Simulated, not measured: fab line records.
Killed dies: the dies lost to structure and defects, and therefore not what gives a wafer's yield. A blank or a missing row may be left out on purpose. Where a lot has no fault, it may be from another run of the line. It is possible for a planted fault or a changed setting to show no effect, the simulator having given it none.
What tool caused it? | flow gf180mcu | Sampling: 14 lots, 39 wafers, 6 of 602 route steps

## WHAT THE GAUGES SHOWED, per wafer
GF_MVPSD_TW_MEAS_11.
lot  | measured     | on           | MVPSD_TW
L773 | day 5 05:37  | filmMetro-02 | 550.4 555.4 553.8
L774 | day 5 08:16  | filmMetro-03 | 548.0 545.3 547.9
L775 | day 5 18:33  | filmMetro-04 | 548.8 547.0 548.5
L776 | day 6 00:10  | filmMetro-03 | 549.2 549.4 548.4
L777 | day 6 03:23  | filmMetro-04 | 551.0 550.6 547.6
L778 | day 6 07:06  | filmMetro-02 | 556.4 556.2 555.0
L781 | day 7 02:04  | filmMetro-04 | 562.2
L782 | day 7 07:53  | filmMetro-02 | 551.1 565.4
L788 | day 8 18:11  | filmMetro-04 | 552.0 549.6 549.2
L790 | day 9 07:21  | filmMetro-03 | 548.3 546.4 546.8
L791 | day 9 13:01  | filmMetro-02 | 551.9 547.6 549.7
L794 | day 10 06:24 | filmMetro-03 | 546.6 542.4 545.2
L795 | day 10 11:31 | filmMetro-02 | 548.8 551.6 551.2
L796 | day 10 17:56 | filmMetro-03 | 544.8 547.1 548.5

GF_VT_IMPLANT_RS_MEAS_46: measurement is done with a four-point probe.
lot  | measured     | on           | MVSD_RS (ohm/sq)
L773 | day 7 19:02  | filmMetro-04 | 455.9 455.0 454.9
L774 | day 7 22:13  | filmMetro-04 | 456.5 457.3 458.3
L775 | day 8 09:30  | filmMetro-02 | 457.7 458.9 457.1
L776 | day 8 15:30  | filmMetro-03 | 456.6 456.3 457.6
L777 | day 8 19:57  | filmMetro-02 | 456.7 456.5 456.9
L778 | day 8 22:56  | filmMetro-04 | 457.9 459.6 458.7
L781 | day 9 20:38  | filmMetro-04 | 455.7
L782 | day 10 02:34 | filmMetro-04 | 457.9 460.5
L788 | day 11 17:17 | filmMetro-02 | 455.5 456.3 455.5
L790 | day 12 07:37 | filmMetro-02 | 455.6 457.6 457.6
L791 | day 12 14:28 | filmMetro-02 | 456.7 457.4 455.3
L794 | day 13 11:40 | filmMetro-02 | 455.0 455.2 454.0
L795 | day 13 15:38 | filmMetro-02 | 456.1 456.8 457.3
L796 | day 13 23:27 | filmMetro-02 | 457.6 458.7 459.0

GF_VT_IMPLANT_RS_MEAS_49: measurement is done with a four-point probe.
lot  | measured     | on           | MVPSD_RS (ohm/sq)
L773 | day 7 19:24  | filmMetro-04 | 1168 1171 1168
L774 | day 7 22:34  | filmMetro-04 | 1164 1170 1169
L775 | day 8 09:52  | filmMetro-02 | 1167 1167 1167
L776 | day 8 15:52  | filmMetro-03 | 1168 1170 1171
L777 | day 8 20:19  | filmMetro-02 | 1163 1162 1166
L778 | day 8 23:17  | filmMetro-04 | 1170 1172 1172
L781 | day 9 21:00  | filmMetro-04 | 1104
L782 | day 10 02:55 | filmMetro-04 | 1169 1109
L788 | day 11 17:38 | filmMetro-02 | 1164 1166 1167
L790 | day 12 07:58 | filmMetro-02 | 1165 1167 1166
L791 | day 12 14:49 | filmMetro-02 | 1166 1164 1166
L794 | day 13 12:02 | filmMetro-02 | 1168 1169 1169
L795 | day 13 15:59 | filmMetro-02 | 1161 1165 1166
L796 | day 13 23:49 | filmMetro-02 | 1170 1170 1170

GF_POLY_GATE_OVL_MEAS_11.
lot  | measured     | on         | POLY_GATE_OVL (nm)
L773 | day 9 08:57  | overlay-01 | 2 -1 -1
L774 | day 9 12:46  | overlay-01 | -9 -10 1
L775 | day 10 00:19 | overlay-02 | -2 3 3
L776 | day 10 07:28 | overlay-02 | 10 5 10
L777 | day 10 11:32 | overlay-02 | 0 -4 -3
L778 | day 10 14:57 | overlay-02 | -3 -5 4
L781 | day 11 13:39 | overlay-02 | -5
L782 | day 11 20:46 | overlay-02 | 6 6
L788 | day 13 13:29 | overlay-01 | 1 8 -4
L790 | day 14 06:17 | overlay-01 | 2 -3 -6
L791 | day 14 14:18 | overlay-01 | -4 0 -2
L794 | day 15 11:39 | overlay-01 | -3 9 -4
L795 | day 15 15:23 | overlay-02 | 4 -5 -1
L796 | day 15 23:11 | overlay-02 | 3 9 -3

GF_HV_LDD_CD_MEAS_46: the cd target is 400 nm.
lot  | measured     | on       | cdNm (nm)
L773 | day 12 14:08 | cdSem-01 | 402.0 402.1 400.4
L774 | day 12 16:47 | cdSem-01 | 396.9 397.4 398.5
L775 | day 13 05:35 | cdSem-01 | 398.0 399.8 399.2
L776 | day 13 14:28 | cdSem-01 | 397.0 398.2 395.7
L777 | day 13 20:30 | cdSem-02 | 398.6 395.3 398.8
L778 | day 13 22:31 | cdSem-02 | 401.0 398.6 398.2
L781 | day 15 00:23 | cdSem-02 | 398.7
L782 | day 15 08:08 | cdSem-02 | 398.0 400.0
L788 | day 17 06:01 | cdSem-01 | 396.8 397.0 396.8
L790 | day 18 02:55 | cdSem-01 | 401.8 398.5 397.9
L791 | day 18 12:56 | cdSem-01 | 402.2 402.6 404.1
L794 | day 19 13:31 | cdSem-02 | 400.5 401.9 401.3
L795 | day 19 16:44 | cdSem-01 | 401.2 397.3 402.3
L796 | day 20 01:07 | cdSem-01 | 397.7 398.5 398.1

## WHAT TOOL EACH LOT RAN ON (gives the tool, then ch and the chambers of the sampled wafers, and finally the start)
lot  | GF_MVPSD_IMPLANT_08
L773 | implanter-04 ch 0, day 5 05:13
L774 | implanter-02 ch 0, day 5 07:52
L775 | implanter-04 ch 0, day 5 18:12
L776 | implanter-01 ch 0, day 5 23:46
L777 | implanter-02 ch 0, day 6 03:01
L778 | implanter-01 ch 0, day 6 06:42
L781 | implanter-02 ch 0, day 7 01:45
L782 | implanter-02 ch 0, day 7 07:30
L788 | implanter-01 ch 0, day 8 17:49
L790 | implanter-01 ch 0, day 9 06:57
L791 | implanter-01 ch 0, day 9 12:37
L794 | implanter-01 ch 0, day 10 06:00
L795 | implanter-01 ch 0, day 10 11:07
L796 | implanter-01 ch 0, day 10 17:34
- GF_MVPSD_IMPLANT_08

## WHAT THE TOOLS THEMSELVES READ (means of the sampled wafers that have a number; where no wafer has one, the mark that the record gives instead)
GF_MVPSD_IMPLANT_08.
lot  | tool         | beamOnS (s) | faradayCurrentUA
L773 | implanter-04 | 10.17       | 83.5
L774 | implanter-02 | 10.06       | 84.1
L775 | implanter-04 | 9.89        | 85.5
L776 | implanter-01 | 10.16       | 83.2
L777 | implanter-02 | 10.12       | 83.7
L778 | implanter-01 | 9.94        | 85.5
L781 | implanter-02 | 11.08       | 76.3
L782 | implanter-02 | 10.50       | 80.6
L788 | implanter-01 | 9.82        | 85.9
L790 | implanter-01 | 9.89        | 85.5
L791 | implanter-01 | 10.03       | 84.3
L794 | implanter-01 | 10.10       | 83.6
L795 | implanter-01 | 10.05       | 84.1
L796 | implanter-01 | 10.05       | 84.5

## THE ANSWER, worked out from the rows above alone
Rule: what is usual is taken from the lots themselves. The widest of any qualifying gaps counts: lots, ordered by their means at a reading, are off when they make up no more than a third of the lots, leave a main group of 4 or more, and stand apart from it by 3 or more times the standard deviation of that group's means. A main group whose means are all the same, to the digits that the tables above print for the reading, isn't used. Also off: a lot with no number at a reading for which 4 or more lots have one. Where the step has rows for the other lots, those lots are counted as sound. First the gauges in route order, then the tools' own readings, where a lot's mean is used as printed above. At the first step where some lot is off, the reading lying furthest off is the one used; lots without a number count as furthest.
Off: at GF_VT_IMPLANT_RS_MEAS_49 (MVPSD_RS), L781, L782. The main group has a mean of 1167 ohm/sq with a standard deviation of 2.4.
A tool fits if, at a process step before that reading, it ran every lot that is off, and no sound lot after the first of them. Gauges at GF_VT_IMPLANT_RS_MEAS_49: tried the same way as those tools. Can't be told from this: 2 tools fit, implanter-02 at GF_MVPSD_IMPLANT_08, filmMetro-04 at GF_VT_IMPLANT_RS_MEAS_49.

## WHAT THE SIMULATOR HAD PUT IN
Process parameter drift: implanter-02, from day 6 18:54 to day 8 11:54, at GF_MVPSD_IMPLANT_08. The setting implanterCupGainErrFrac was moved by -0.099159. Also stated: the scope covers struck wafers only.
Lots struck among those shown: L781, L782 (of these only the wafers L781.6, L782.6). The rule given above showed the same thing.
